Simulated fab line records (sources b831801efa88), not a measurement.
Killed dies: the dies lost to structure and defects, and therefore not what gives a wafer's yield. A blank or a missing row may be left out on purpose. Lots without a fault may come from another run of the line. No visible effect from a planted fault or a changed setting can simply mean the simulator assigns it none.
Matching of chambers	flow gf180mcu	cmp-01 running GF_V4_CMP_26: 4 sister chambers
The step polishes, stops on SiO2, t overpolish 15 s, target thk 0 nm. 4 wafers are shown with their chamber, then 10 later ones without.

## WAFERS PAIRED WITH THEIR CHAMBERS
wafer	chamber	motor_current_A (A)
L753.6	3	9.9
L757.3	0	12.2
L758.1	2	11.0
L758.3	1	9.3

## WAFERS MISSING THEIR CHAMBER
wafer	motor_current_A (A)
L758.4	12.5
L764.2	10.9
L764.3	10.2
L764.4	11.9
L766.2	10.9
L766.4	9.5
L766.6	9.1
L770.1	11.0
L770.2	10.2
L770.5	9.7

## THE CHAMBER EACH PASSED THROUGH
wafer	from the rows above	in truth
L758.4	0	0
L764.2	2	2
L764.3	3	3
L764.4	0	0
L766.2	2	2
L766.4	can't be placed: 1 or 3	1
L766.6	1	1
L770.1	2	2
L770.2	3	3
L770.5	can't be placed: 3 or 1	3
Correct placement for 8 of the 10. Not placeable from these rows: 2 (in 2, the candidates include the true chamber). Placed wrongly: 0.
How it was worked out, from the rows above alone: a wafer's distance from a chamber is the root of the sum, over the readings, of the square of ((its reading less the chamber's mean) divided by the reading's scatter). If the next closest chamber is less than 2 further off than the closest, the wafer can't be placed; otherwise it belongs to the closest. Each chamber's mean is taken over the wafers shown for it. The scatter (one wafer shown for each chamber): square how far every hidden wafer sits from the nearest shown wafer, average those squares and take the square root.
